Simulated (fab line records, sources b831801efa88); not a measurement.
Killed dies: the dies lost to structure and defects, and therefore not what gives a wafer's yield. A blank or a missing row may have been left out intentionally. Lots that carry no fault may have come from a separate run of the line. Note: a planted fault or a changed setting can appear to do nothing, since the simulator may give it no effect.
fab line records -- flow sky130
record: lots: 11, wafers: 33, lastDay: 48
route steps=708 shown METAL2@483 VIA2@507 PAD_OPEN@708
lots untouched by any fault: they come from a run of this same line in which no faults occurred
startH: hours from the record's opening day to when the first of the lot's shown wafers began -- waitH: hours from the lot's prior step to this one -- " as in the row above -- L1.1+2: a row that stands for several wafers -- - no value, or no start was given -- * or withheld: withheld -- < > ~ a bound
route shown NAME@n: NAME is a module with steps in the file, n the number in the route of the first one -- usual: mean and standard deviation over wafers with no fault -- same: alike in all rows -- chamber/n: place in a boat -- sites: readings site by site -- _std_site: the standard deviation of these -- _edge_site: inner sites' mean taken away from outer sites' mean -- radiusMm: for every site, how far away it sits from the centre of the wafer -- mask NAME#n: copy n -- behind: the most recent tool/chamber to have shaped the wafer -- hold: cause of the lot's hold/its duration in hours/its outcome -- device: the transistor (n, p or np) that didn't switch -- end of line: tests run on the same wafers once the route is complete -- step lacking rows: just its recipe -- killed: at the first sort, the dies lost to defects and structure; wafer yield is something else -- map: a wafer's dies, marking killed ones x, the rest . and places with no die _
set.NAME: the run value of the setting; set.NAME@STEP: its run value at that earlier step -- model.NAME: the simulator's own value behind a step, which no gauge read
one table for each step of the route and one row for each wafer, over a sample of lots
services: when a tool's chamber went out of use (startH, in hours from the record's first day, below 0 if earlier), for how many hours, and the reason
== steps ==
step: SKY_METAL2_SPUTTER_00
recipe: material: Ti, targetThkNm: 15, powerW: 3000, timeS: 10, chamberPressurePa: 0.4
usual: chamberPressurePa: 0.4000/0.00088, throttleValvePct: 30.3/0.83
lot.wafer,tool,chamber,startH,waitH,chamberPressurePa,throttleValvePct
L560.2,pvdSputter-04,-,825.22,0.1,0.4002,30.7
L560.4,pvdSputter-04,-,825.22,0.1,0.4008,29.6
L560.5,pvdSputter-04,-,825.22,0.1,0.4017,30.2
L559.1,pvdSputter-03,-,827.34,0.1,0.4006,29.9
L559.4,pvdSputter-03,-,827.34,0.1,0.4011,30.1
L559.6,pvdSputter-03,-,827.34,0.1,0.3997,30.0
L561.2,pvdSputter-03,-,829.82,0.2,0.3995,29.8
L561.3,pvdSputter-03,-,829.82,0.2,0.3998,32.6
L561.5,pvdSputter-03,-,829.82,0.2,0.4018,32.2
L562.2,pvdSputter-04,-,831.51,0.1,0.4001,29.4
L562.4,pvdSputter-04,-,831.51,0.1,0.4003,29.9
L562.5,pvdSputter-04,-,831.51,0.1,0.3992,30.0
L563.1,pvdSputter-03,-,840.60,0.2,0.4004,30.2
L563.2,pvdSputter-03,-,840.60,0.2,0.4009,30.8
L563.3,pvdSputter-03,-,840.60,0.2,0.4013,30.2
L566.2,pvdSputter-04,-,861.16,0.2,0.3999,29.9
L566.3,pvdSputter-04,-,861.16,0.2,0.3993,29.9
L566.6,pvdSputter-04,-,861.16,0.2,0.3998,29.9
L567.1,pvdSputter-03,-,861.58,0.2,0.3990,30.6
L567.3,pvdSputter-03,-,861.58,0.2,0.4004,30.3
L567.6,pvdSputter-03,-,861.58,0.2,0.3990,29.9
L568.2,pvdSputter-04,-,871.58,0.2,0.4005,30.6
L568.3,pvdSputter-04,-,871.58,0.2,0.3999,30.2
L568.4,pvdSputter-04,-,871.58,0.2,0.4005,29.3
L569.1,pvdSputter-04,-,883.63,0.1,0.3985,30.1
L569.2,pvdSputter-04,-,883.63,0.1,0.4008,30.0
L569.5,pvdSputter-04,-,883.63,0.1,0.3997,30.8
L572.1,pvdSputter-04,-,896.55,0.2,0.4003,30.6
L572.2,pvdSputter-04,-,896.55,0.2,0.3991,29.9
L572.4,pvdSputter-04,-,896.55,0.2,0.3994,30.1
L573.2,pvdSputter-03,-,908.07,0.1,0.4010,32.4
L573.3,pvdSputter-03,-,908.07,0.1,0.3998,30.1
L573.6,pvdSputter-03,-,908.07,0.1,0.3998,29.8
step: SKY_METAL2_SPUTTER_03
recipe: material: Ti, targetThkNm: 5, powerW: 3000, timeS: 3.3, chamberPressurePa: 0.4
usual: chamberPressurePa: 0.4001/0.00068, throttleValvePct: 30.3/0.85
lot.wafer,tool,chamber,startH,waitH,chamberPressurePa,throttleValvePct
L560.2,pvdSputter-04,-,825.29,0.0,0.3986,30.7
L560.4,pvdSputter-04,-,825.29,0.0,0.3986,29.4
L560.5,pvdSputter-04,-,825.29,0.0,0.4004,29.8
L559.1,pvdSputter-03,-,827.42,0.0,0.4007,29.8
L559.4,pvdSputter-03,-,827.42,0.0,0.4000,29.9
L559.6,pvdSputter-03,-,827.42,0.0,0.3995,29.7
L561.2,pvdSputter-03,-,829.89,0.0,0.4004,30.0
L561.3,pvdSputter-03,-,829.89,0.0,0.4014,32.4
L561.5,pvdSputter-03,-,829.89,0.0,0.4013,32.4
L562.2,pvdSputter-04,-,831.59,0.0,0.3989,29.4
L562.4,pvdSputter-04,-,831.59,0.0,0.4003,29.9
L562.5,pvdSputter-04,-,831.59,0.0,0.3996,29.9
L563.1,pvdSputter-03,-,840.68,0.0,0.3998,30.4
L563.2,pvdSputter-03,-,840.68,0.0,0.4004,30.7
L563.3,pvdSputter-03,-,840.68,0.0,0.3997,29.8
L566.2,pvdSputter-04,-,861.24,0.0,0.4006,29.9
L566.3,pvdSputter-04,-,861.24,0.0,0.3998,29.7
L566.6,pvdSputter-04,-,861.24,0.0,0.4002,30.2
L567.1,pvdSputter-03,-,861.66,0.0,0.3997,30.4
L567.3,pvdSputter-03,-,861.66,0.0,0.4004,30.1
L567.6,pvdSputter-03,-,861.66,0.0,0.3999,30.1
L568.2,pvdSputter-04,-,871.65,0.0,0.3996,30.6
L568.3,pvdSputter-04,-,871.65,0.0,0.4019,29.8
L568.4,pvdSputter-04,-,871.65,0.0,0.4003,29.7
L569.1,pvdSputter-04,-,883.71,0.0,0.3996,29.7
L569.2,pvdSputter-04,-,883.71,0.0,0.4000,30.0
L569.5,pvdSputter-04,-,883.71,0.0,0.4003,30.9
L572.1,pvdSputter-04,-,896.63,0.0,0.4001,30.6
L572.2,pvdSputter-04,-,896.63,0.0,0.4007,30.1
L572.4,pvdSputter-04,-,896.63,0.0,0.4004,29.8
L573.2,pvdSputter-03,-,908.14,0.0,0.4003,32.6
L573.3,pvdSputter-03,-,908.14,0.0,0.3985,30.2
L573.6,pvdSputter-03,-,908.14,0.0,0.4002,30.0
step: SKY_VIA2_HDPCVD_00
recipe: material: SiO2, targetThkNm: 1180, sigmaOpenFrac: 0.3, timeS: 196.7, tempC: 400, sih4FlowSccm: 60, pressureMtorr: 6
usual: sih4FlowSccm: 60.00/0.17, susceptorTempC: 399.99/0.24
lot.wafer,tool,chamber,startH,waitH,sih4FlowSccm,susceptorTempC
L560.2,hdpcvd-01,1,852.75,0.0,60.03,399.99
L560.4,hdpcvd-01,2,852.75,0.0,59.94,400.22
L560.5,hdpcvd-01,1,852.75,0.0,59.94,399.70
L559.1,hdpcvd-01,0,855.08,0.0,59.97,400.40
L559.4,hdpcvd-01,0,855.08,0.0,59.75,399.82
L559.6,hdpcvd-01,1,855.08,0.0,59.91,399.81
L561.2,hdpcvd-01,2,858.20,0.0,59.81,400.13
L561.3,hdpcvd-01,0,858.20,0.0,59.98,399.90
L561.5,hdpcvd-01,1,858.20,0.0,59.94,399.79
L562.2,hdpcvd-01,2,859.62,0.0,59.57,399.79
L562.4,hdpcvd-01,1,859.62,0.0,59.84,400.04
L562.5,hdpcvd-01,0,859.62,0.0,59.85,399.64
L563.1,hdpcvd-02,0,868.65,0.0,60.18,400.01
L563.2,hdpcvd-02,0,868.65,0.0,60.28,399.59
L563.3,hdpcvd-02,0,868.65,0.0,60.27,399.69
L566.2,hdpcvd-02,1,889.67,0.0,60.08,400.38
L566.3,hdpcvd-02,0,889.67,0.0,59.73,400.04
L566.6,hdpcvd-02,1,889.67,0.0,60.29,400.07
L567.1,hdpcvd-01,0,890.03,0.0,60.32,399.93
L567.3,hdpcvd-01,2,890.03,0.0,60.16,399.95
L567.6,hdpcvd-01,1,890.03,0.0,60.01,399.60
L568.2,hdpcvd-02,1,899.13,0.0,60.18,400.17
L568.3,hdpcvd-02,0,899.13,0.0,59.99,400.32
L568.4,hdpcvd-02,1,899.13,0.0,60.11,400.30
L569.1,hdpcvd-01,2,909.91,0.0,60.07,400.25
L569.2,hdpcvd-01,1,909.91,0.0,59.76,399.97
L569.5,hdpcvd-01,0,909.91,0.0,59.99,400.08
L572.1,hdpcvd-01,0,922.17,0.0,71.88,400.07
L572.2,hdpcvd-01,2,922.17,0.0,60.03,399.70
L572.4,hdpcvd-01,1,922.17,0.0,59.99,399.93
L573.2,hdpcvd-02,1,934.16,0.0,59.91,399.81
L573.3,hdpcvd-02,1,934.16,0.0,59.77,400.12
L573.6,hdpcvd-02,1,934.16,0.0,60.07,399.90
step: SKY_VIA2_THK_MEAS_01
recipe: reads: SiO2_of_VIA2_HDPCVD_00
usual: VIA2_HDPCVD_THK: 1178/13
lot.wafer,tool,chamber,startH,waitH,VIA2_HDPCVD_THK[nm]
L560.2,filmMetro-03,-,852.88,0.1,1187
L560.4,filmMetro-03,-,852.88,0.1,1176
L560.5,filmMetro-03,-,852.88,0.1,1185
L559.1,filmMetro-02,-,855.21,0.1,1195
L559.4,filmMetro-02,-,855.21,0.1,1211
L559.6,filmMetro-02,-,855.21,0.1,1197
L561.2,filmMetro-04,-,858.34,0.1,1181
L561.3,filmMetro-04,-,858.34,0.1,1181
L561.5,filmMetro-04,-,858.34,0.1,1175
L562.2,filmMetro-04,-,859.75,0.1,1181
L562.4,filmMetro-04,-,859.75,0.1,1178
L562.5,filmMetro-04,-,859.75,0.1,1185
L563.1,filmMetro-03,-,869.03,0.3,1176
L563.2,filmMetro-03,-,869.03,0.3,1185
L563.3,filmMetro-03,-,869.03,0.3,1177
L566.2,filmMetro-04,-,889.91,0.2,1155
L566.3,filmMetro-04,-,889.91,0.2,1179
L566.6,filmMetro-04,-,889.91,0.2,1155
L567.1,filmMetro-03,-,890.15,0.1,1162
L567.3,filmMetro-03,-,890.15,0.1,1154
L567.6,filmMetro-03,-,890.15,0.1,1172
L568.2,filmMetro-03,-,899.33,0.1,1173
L568.3,filmMetro-03,-,899.33,0.1,1198
L568.4,filmMetro-03,-,899.33,0.1,1172
L569.1,filmMetro-03,-,910.04,0.1,1174
L569.2,filmMetro-03,-,910.04,0.1,1190
L569.5,filmMetro-03,-,910.04,0.1,1182
L572.1,filmMetro-02,-,922.29,0.1,1420
L572.2,filmMetro-02,-,922.29,0.1,1193
L572.4,filmMetro-02,-,922.29,0.1,1185
L573.2,filmMetro-04,-,934.36,0.1,1144
L573.3,filmMetro-04,-,934.36,0.1,1165
L573.6,filmMetro-04,-,934.36,0.1,1157
step: SKY_VIA2_CMP_02
recipe: material: SiO2, downForcePsi: 4, platenRpm: 60, padVelocityMS: 0.94248
usual: headPressurePsi: 4.000/0.0093, motorCurrentA: 12.0/1
lot.wafer,tool,chamber,startH,waitH,headPressurePsi,motorCurrentA
L560.4,cmp-02,0,852.93,0.0,3.999,11.8
L560.2,cmp-02,3,852.93,0.0,3.996,11.2
L560.5,cmp-02,1,852.93,0.0,4.016,13.1
L559.1,cmp-02,3,855.37,0.1,3.992,10.8
L559.4,cmp-02,0,855.37,0.1,3.997,12.0
L559.6,cmp-02,2,855.37,0.1,4.013,11.7
L561.3,cmp-01,0,858.39,0.0,4.005,12.2
L561.2,cmp-01,2,858.39,0.0,3.996,11.7
L561.5,cmp-01,1,858.39,0.0,4.005,12.2
L562.4,cmp-02,1,859.85,0.1,3.991,14.1
L562.2,cmp-02,3,859.85,0.1,4.006,10.8
L562.5,cmp-02,1,859.85,0.1,3.998,13.3
L563.2,cmp-02,0,869.14,0.1,4.004,11.1
L563.3,cmp-02,1,869.14,0.1,3.991,13.3
L563.1,cmp-02,2,869.14,0.1,3.997,11.4
L566.3,cmp-02,2,890.01,0.1,3.989,11.8
L566.2,cmp-02,0,890.01,0.1,3.991,11.1
L566.6,cmp-02,2,890.01,0.1,3.978,11.6
L567.1,cmp-01,1,890.26,0.1,3.999,11.7
L567.3,cmp-01,2,890.26,0.1,4.005,12.6
L567.6,cmp-01,1,890.26,0.1,4.001,12.3
L568.4,cmp-02,2,899.38,0.0,3.999,10.8
L568.2,cmp-02,3,899.38,0.0,3.991,10.4
L568.3,cmp-02,0,899.38,0.0,4.016,11.9
L569.1,cmp-02,1,910.13,0.1,4.010,13.7
L569.2,cmp-02,3,910.13,0.1,4.009,10.2
L569.5,cmp-02,2,910.13,0.1,3.996,12.0
L572.2,cmp-02,3,922.40,0.1,3.986,10.5
L572.4,cmp-02,0,922.40,0.1,3.990,11.4
L572.1,cmp-02,1,922.40,0.1,3.997,13.9
L573.2,cmp-01,3,934.46,0.1,3.988,13.4
L573.3,cmp-01,0,934.46,0.1,3.993,12.0
L573.6,cmp-01,3,934.46,0.1,4.008,12.9
step: SKY_PAD_OPEN_PROBE_99
usual: defectLimitedYield: 82.1/1.9, killed_at_M0_to_M3: 44/6.6, killed_at_M4_up: 3.0/1.9, killedAtContacts: 24/5.1, killedAtFrontEnd: 16/4.6, killedAtOther: 0.3/0.59, killedDies: 88/9.5, killedOpen: 48/6.7, killedShort: 40/6.1, sort_bin_3_pad_short: 0.9/0.43, sort_bin_5_function: 10.7/1.6, sort_bin_6_memory: 6.3/1.1, sortNPass: 404/9.5, sortYieldPct: 82.1/1.9
same: grossDies: 492, killedAtBackSide: 0, sort_bin_4_leakage[%]: 0, sort_bin_8_speed[%]: 0
lot.wafer,tool,chamber,startH,waitH,defectLimitedYield[%],killed_at_M0_to_M3,killed_at_M4_up,killedAtContacts,killedAtFrontEnd,killedAtOther,killedDies,killedOpen,killedShort,sort_bin_3_pad_short[%],sort_bin_5_function[%],sort_bin_6_memory[%],sortNPass,sortYieldPct[%]
L559.1,prober-02,-,1102.47,0.1,81.5,42,5,25,19,0,91,57,34,0.4,10.8,7.3,401,81.5
L559.4,prober-02,-,1102.62,0.2,83.7,38,1,25,16,0,80,44,36,0.4,9.3,6.5,412,83.7
L559.6,prober-02,-,1102.72,0.2,83.5,46,3,19,13,0,81,41,40,0.8,10.8,4.9,411,83.5
L567.1,prober-01,-,1134.10,0.1,82.3,47,0,19,19,2,87,45,41,0.4,11.2,6.1,405,82.3
L567.3,prober-01,-,1134.20,0.2,78.0,59,2,27,19,1,108,53,54,0.8,13.4,7.7,384,78.0
L567.6,prober-01,-,1134.35,0.2,79.7,49,3,27,20,1,100,50,49,1.0,12.4,6.9,392,79.7
L568.2,prober-01,-,1139.79,0.1,82.3,36,6,29,16,0,87,48,35,1.4,10.8,5.5,405,82.3
L568.3,prober-01,-,1139.84,0.2,83.1,37,4,20,22,0,83,49,34,1.4,10.4,5.1,409,83.1
L568.4,prober-01,-,1139.89,0.2,84.1,41,4,17,16,0,78,37,41,1.4,7.1,7.3,414,84.1
L569.1,prober-01,-,1147.02,0.1,82.5,50,2,19,15,0,86,48,38,0.8,8.9,7.7,406,82.5
L569.2,prober-01,-,1147.07,0.1,81.9,44,4,30,11,0,89,49,40,1.0,10.6,6.5,403,81.9
L569.5,prober-01,-,1147.22,0.2,77.8,57,2,26,24,0,109,53,56,0.8,13.4,7.9,383,77.8
killed by level:class
L559.1 VIA2:geometricParticle:open=12 VIA1:geometricParticle:open=11 LI_CONTACT:geometricParticle:open=8 CONTACT:geometricParticle:open=7 FIELD_ISO:geometricParticle:open=6 METAL4:geometricParticle:short=5 FIELD_ISO:geometricParticle:short=4 CONTACT:geometricParticle:short=4
L559.4 LI_CONTACT:geometricParticle:open=9 VIA1:geometricParticle:open=8 VIA2:geometricParticle:open=7 VIA3:geometricParticle:open=7 FIELD_ISO:geometricParticle:short=6 CONTACT:geometricParticle:open=6 METAL1:geometricParticle:short=5 LOCAL_INTERCONNECT:geometricParticle:short=4
L559.6 VIA1:geometricParticle:open=11 CONTACT:geometricParticle:open=9 VIA1:geometricParticle:short=7 VIA2:geometricParticle:short=7 VIA3:geometricParticle:open=6 CONTACT:geometricParticle:short=5 METAL2:geometricParticle:short=5 POLY_GATE:geometricParticle:short=4
L567.1 VIA1:geometricParticle:open=16 POLY_GATE:geometricParticle:open=6 METAL2:geometricParticle:short=6 VIA2:geometricParticle:open=6 POLY_GATE:geometricParticle:short=5 LI_CONTACT:geometricParticle:open=5 LOCAL_INTERCONNECT:geometricParticle:short=5 FIELD_ISO:geometricParticle:short=4
L567.3 METAL2:geometricParticle:short=12 VIA1:geometricParticle:open=11 CONTACT:geometricParticle:open=10 METAL1:geometricParticle:short=9 VIA3:geometricParticle:open=8 LOCAL_INTERCONNECT:geometricParticle:short=7 FIELD_ISO:geometricParticle:open=6 LI_CONTACT:geometricParticle:open=5
L567.6 VIA1:geometricParticle:open=12 LI_CONTACT:geometricParticle:open=8 VIA1:geometricParticle:short=8 CONTACT:geometricParticle:short=7 VIA3:geometricParticle:open=7 METAL2:geometricParticle:short=6 VIA2:geometricParticle:open=6 POLY_GATE:geometricParticle:short=5
L568.2 CONTACT:geometricParticle:open=11 VIA1:geometricParticle:open=9 LI_CONTACT:geometricParticle:open=7 POLY_GATE:geometricParticle:open=6 VIA3:geometricParticle:open=6 CONTACT:geometricParticle:short=5 METAL4:geometricParticle:short=5 FIELD_ISO:geometricParticle:short=4
L568.3 VIA1:geometricParticle:open=10 VIA2:geometricParticle:open=7 LI_CONTACT:geometricParticle:open=6 FIELD_ISO:geometricParticle:short=5 CONTACT:geometricParticle:open=5 VIA3:geometricParticle:open=4 SPACER:geometricParticle:open=4 LOCAL_INTERCONNECT:geometricParticle:short=4
L568.4 VIA1:geometricParticle:open=8 METAL2:geometricParticle:short=8 VIA3:geometricParticle:open=7 CONTACT:geometricParticle:open=6 FIELD_ISO:geometricParticle:short=5 VIA1:geometricParticle:short=5 VIA2:geometricParticle:open=5 LOCAL_INTERCONNECT:geometricParticle:short=4
L569.1 VIA1:geometricParticle:open=9 LI_CONTACT:geometricParticle:open=9 VIA3:geometricParticle:open=8 METAL1:geometricParticle:short=7 FIELD_ISO:geometricParticle:open=6 CONTACT:geometricParticle:open=6 METAL2:geometricParticle:short=6 VIA2:geometricParticle:open=5
L569.2 LI_CONTACT:geometricParticle:open=13 METAL1:geometricParticle:short=9 CONTACT:geometricParticle:open=8 VIA2:geometricParticle:open=7 VIA1:geometricParticle:open=6 VIA3:geometricParticle:open=5 POLY_GATE:geometricParticle:open=4 LOCAL_INTERCONNECT:geometricParticle:short=4
L569.5 VIA1:geometricParticle:open=12 LI_CONTACT:geometricParticle:open=9 VIA1:geometricParticle:short=7 POLY_GATE:geometricParticle:open=6 VIA2:geometricParticle:open=6 VIA3:geometricParticle:short=6 FIELD_ISO:geometricParticle:short=5 LI_CONTACT:geometricParticle:short=5
== services ==
tool,chamber,startH,hours,kind
hdpcvd-01,0,813.14,2.3,repair
cmp-02,-,819.17,32.7,repair
hdpcvd-02,2,846.09,173.0,repair
cmp-01,-,851.24,1.2,repair
hdpcvd-02,1,860.43,11.6,repair
hdpcvd-02,-,860.62,1.4,repair
hdpcvd-01,-,860.95,0.9,repair
cmp-01,-,912.36,4.0,pm
hdpcvd-01,-,914.87,0.3,repair
cmp-01,-,916.36,-,consumableReplace:conditioner
cmp-01,-,916.36,-,consumableReplace:pad
hdpcvd-01,2,926.79,8.2,repair
== key ==
firstSign: step: SKY_VIA2_HDPCVD_00, reading: sih4FlowSccm, direction: up, sigmas: 70, usual: 60.00, struck: 71.88
effect: step: SKY_VIA2_THK_MEAS_01, reading: VIA2_HDPCVD_THK, direction: up, sigmas: 18, usual: 1178, struck: 1420
metAt SKY_VIA2_HDPCVD_00
struckLots L572
struckWafers L572.1
notActingAt SKY_METAL2_SPUTTER_00,SKY_METAL2_SPUTTER_03,SKY_VIA2_CMP_02
onsetBetween 909.91 922.17
fault: kind: processParameterDrift, tool: hdpcvd-01, chamber: 0, onsetH: 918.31, steps: SKY_VIA2_HDPCVD_00, channel: sih4FlowSccm, offset: 12, shape: step, endH: 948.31, actsIn: theseRecipesOnly, stated: 60
